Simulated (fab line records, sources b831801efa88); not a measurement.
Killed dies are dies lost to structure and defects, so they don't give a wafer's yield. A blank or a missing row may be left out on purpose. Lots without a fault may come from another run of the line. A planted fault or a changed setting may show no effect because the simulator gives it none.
Which tool did it? | flow gf180mcu | 14 lots, 42 wafers sampled, at 5 steps of a route of 602

WHAT THE GAUGES READ, wafer by wafer
GF_VT_IMPLANT_RS_MEAS_48: measures by four-point-probe. Usual: LVPWELL_RS 1197 ohm/sq, standard deviation 3.6.
lot  | measured     | on            | LVPWELL_RS (ohm/sq) | flag
L397 | day 8 08:17  | film_metro-01 | 1191 1187 1189      |
L399 | day 8 20:46  | film_metro-02 | 1201 1196 1197      |
L400 | day 8 21:20  | film_metro-02 | 1195 1193 1196      |
L401 | day 8 23:11  | film_metro-03 | 1194 1189 1188      |
L403 | day 9 10:46  | film_metro-01 | 1195 1193 1196      |
L402 | day 9 11:16  | film_metro-01 | 1198 1198 1199      |
L405 | day 9 22:34  | film_metro-01 | 1195 1193 1199      |
L406 | day 10 02:14 | film_metro-02 | 1196 1196 1197      |
L407 | day 10 09:23 | film_metro-02 | 1194 1195 1194      |
L408 | day 10 15:27 | film_metro-02 | 1226 1227 1224      | OFF
L409 | day 10 22:13 | film_metro-01 | 1198 1201 1200      |
L412 | day 11 16:59 | film_metro-02 | 1231 1230 1232      | OFF
L419 | day 13 11:42 | film_metro-02 | 1201 1198 1197      |
L420 | day 13 17:41 | film_metro-01 | 1197 1194 1192      |

GF_SALICIDE_RS_MEAS_04: measures by four-point-probe. Usual: SALICIDE_TIN_RS 16.31 ohm/sq, standard deviation 0.28.
lot  | measured     | on            | SALICIDE_TIN_RS (ohm/sq) | flag
L397 | day 15 21:54 | film_metro-03 | 16.20 16.24 16.47        |
L399 | day 16 14:25 | film_metro-04 | 16.08 16.48 16.17        |
L400 | day 16 15:05 | film_metro-03 | 16.21 16.05 16.46        |
L401 | day 16 17:47 | film_metro-02 | 16.48 16.24 16.58        |
L403 | day 17 06:48 | film_metro-04 | 16.75 16.65 16.55        |
L402 | day 17 09:59 | film_metro-02 | 16.07 16.47 16.09        |
L405 | day 18 01:12 | film_metro-03 | 16.32 16.64 16.47        |
L406 | day 18 09:32 | film_metro-03 | 16.05 16.00 15.83        |
L407 | day 18 19:02 | film_metro-04 | 16.73 16.64 16.09        |
L408 | day 19 01:57 | film_metro-02 | 16.58 16.25 16.63        |
L409 | day 19 10:02 | film_metro-03 | 16.35 16.43 16.18        |
L412 | day 20 09:27 | film_metro-03 | 16.73 16.63 16.69        |
L419 | day 22 17:12 | film_metro-02 | 16.13 16.00 15.93        |
L420 | day 22 23:28 | film_metro-02 | 15.95 16.00 16.03        |

GF_CONTACT_CD_MEAS_14: target cd 220 nm. Usual: cd_nm 219.6 nm, standard deviation 1.7.
lot  | measured     | on        | cd_nm (nm)        | flag
L397 | day 16 20:35 | cd_sem-02 | 219.4 221.4 221.0 |
L399 | day 17 14:14 | cd_sem-02 | 219.1 219.7 220.5 |
L400 | day 17 14:59 | cd_sem-01 | 222.0 218.8 220.1 |
L401 | day 17 18:08 | cd_sem-02 | 218.8 220.6 219.4 |
L403 | day 18 06:47 | cd_sem-01 | 218.4 218.9 217.9 |
L402 | day 18 10:54 | cd_sem-01 | 218.8 219.2 218.9 |
L405 | day 19 02:56 | cd_sem-01 | 219.0 218.9 219.4 |
L406 | day 19 10:53 | cd_sem-01 | 223.4 222.2 222.7 |
L407 | day 19 20:29 | cd_sem-01 | 218.7 217.9 217.0 |
L408 | day 20 03:10 | cd_sem-01 | 223.8 221.8 223.5 |
L409 | day 20 12:05 | cd_sem-01 | 221.9 221.7 221.8 |
L412 | day 21 11:02 | cd_sem-02 | 219.6 217.9 217.7 |
L419 | day 23 17:33 | cd_sem-02 | 221.1 219.9 219.7 |
L420 | day 23 23:17 | cd_sem-01 | 219.3 220.9 220.0 |

WHICH TOOL RAN EACH LOT (tool, then ch and the chambers of the sampled wafers, then the start)
lot  | GF_STI_CMP_25                | GF_LVPWELL_IMPLANT_08
L397 | cmp-01 ch 1,3, day 2 17:11   | implanter-02 ch 0, day 4 13:53
L399 | cmp-01 ch 1,3, day 3 02:52   | implanter-02 ch 0, day 4 23:44
L400 | cmp-01 ch 0,2,3, day 3 03:10 | implanter-04 ch 0, day 5 00:17
L401 | cmp-01 ch 1,3, day 3 03:28   | implanter-02 ch 0, day 5 01:17
L403 | cmp-01 ch 1,2,3, day 3 13:52 | implanter-03 ch 0, day 5 13:29
L402 | cmp-02 ch 0,1,3, day 3 13:55 | implanter-02 ch 0, day 5 13:34
L405 | cmp-02 ch 0,1, day 3 23:58   | implanter-02 ch 0, day 5 22:26
L406 | cmp-01 ch 1,2, day 4 05:08   | implanter-02 ch 0, day 6 01:38
L407 | cmp-02 ch 0,2,3, day 4 10:00 | implanter-04 ch 0, day 6 07:17
L408 | cmp-02 ch 0,3, day 4 14:00   | implanter-02 ch 0, day 6 12:46
L409 | cmp-02 ch 0,1,2, day 4 20:53 | implanter-04 ch 0, day 6 17:59
L412 | cmp-02 ch 2,3, day 5 08:44   | implanter-02 ch 0, day 7 08:44
L419 | cmp-01 ch 1,2, day 6 20:26   | implanter-04 ch 0, day 8 21:36
L420 | cmp-02 ch 0,3, day 7 01:39   | implanter-03 ch 0, day 9 02:54
- GF_STI_CMP_25: polishes, stops on Si3N4, t overpolish 33 s, target thk 524.6 nm.
- GF_LVPWELL_IMPLANT_08

WHAT THE TOOLS THEMSELVES READ (means of the sampled wafers that have a number; where no wafer has one, the mark that the record gives instead)
GF_STI_CMP_25. Usual: motor_current_A 11.1 A, standard deviation 0.67; overpolish_run_s 32.999 s, standard deviation 0.009; slurry_flow_ml_min 150.0, standard deviation 0.5; time_to_endpoint_s 120 s, standard deviation 5.5.
lot  | tool   | motor_current_A (A) | overpolish_run_s (s) | slurry_flow_ml_min | time_to_endpoint_s (s) | flag
L397 | cmp-01 | 11.3                | 32.992               | 150.0              | 119                    |
L399 | cmp-01 | 10.5                | 32.994               | 149.9              | 121                    |
L400 | cmp-01 | 10.8                | 32.992               | 149.9              | 123                    |
L401 | cmp-01 | 11.1                | 33.002               | 150.0              | 123                    |
L403 | cmp-01 | 10.9                | 32.992               | 149.9              | 120                    |
L402 | cmp-02 | 11.8                | 33.004               | 149.8              | 122                    |
L405 | cmp-02 | 11.9                | 32.998               | 150.4              | 125                    |
L406 | cmp-01 | 10.5                | 32.992               | 149.8              | 114                    |
L407 | cmp-02 | 11.5                | 32.991               | 150.1              | 126                    |
L408 | cmp-02 | 11.6                | 33.000               | 149.7              | 126                    |
L409 | cmp-02 | 11.7                | 32.990               | 150.3              | 122                    |
L412 | cmp-02 | 12.0                | 33.002               | 149.7              | 123                    |
L419 | cmp-01 | 10.6                | 32.999               | 149.9              | 115                    |
L420 | cmp-02 | 11.6                | 32.999               | 149.8              | 124                    |

THE ANSWER, worked out from the rows above alone
Rule: a lot is off if the mean of its wafers that have a number lies more than 3 standard deviations from the usual mean. A lot without any number at a reading at which 4 lots or more have one is off too. The other lots that the step has rows for count as sound. The gauges are gone through in route order, then the tools' own readings, and for those a lot's mean is taken as printed above. The first step at which some lot is off is used, and at that step the reading that is off furthest; a lot without a number counts as furthest.
Off: L408, L412, at GF_VT_IMPLANT_RS_MEAS_48 (LVPWELL_RS).
A tool fits if, at a process step before that reading, it ran every lot that is off, and no sound lot after the first of them. The gauges at GF_VT_IMPLANT_RS_MEAS_48 are tried like those tools. One fits: implanter-02 at GF_LVPWELL_IMPLANT_08. Its last sound lot is L406 (day 6 01:38), its first lot that is off L408 (day 6 12:46): a fault that began between those two fits.

WHAT THE SIMULATOR HAD PUT IN
Process parameter drift: implanter-02, from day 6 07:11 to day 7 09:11, at GF_LVPWELL_IMPLANT_08. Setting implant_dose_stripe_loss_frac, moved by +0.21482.
Lots struck among those shown: L408, L412. The rule above found the same.
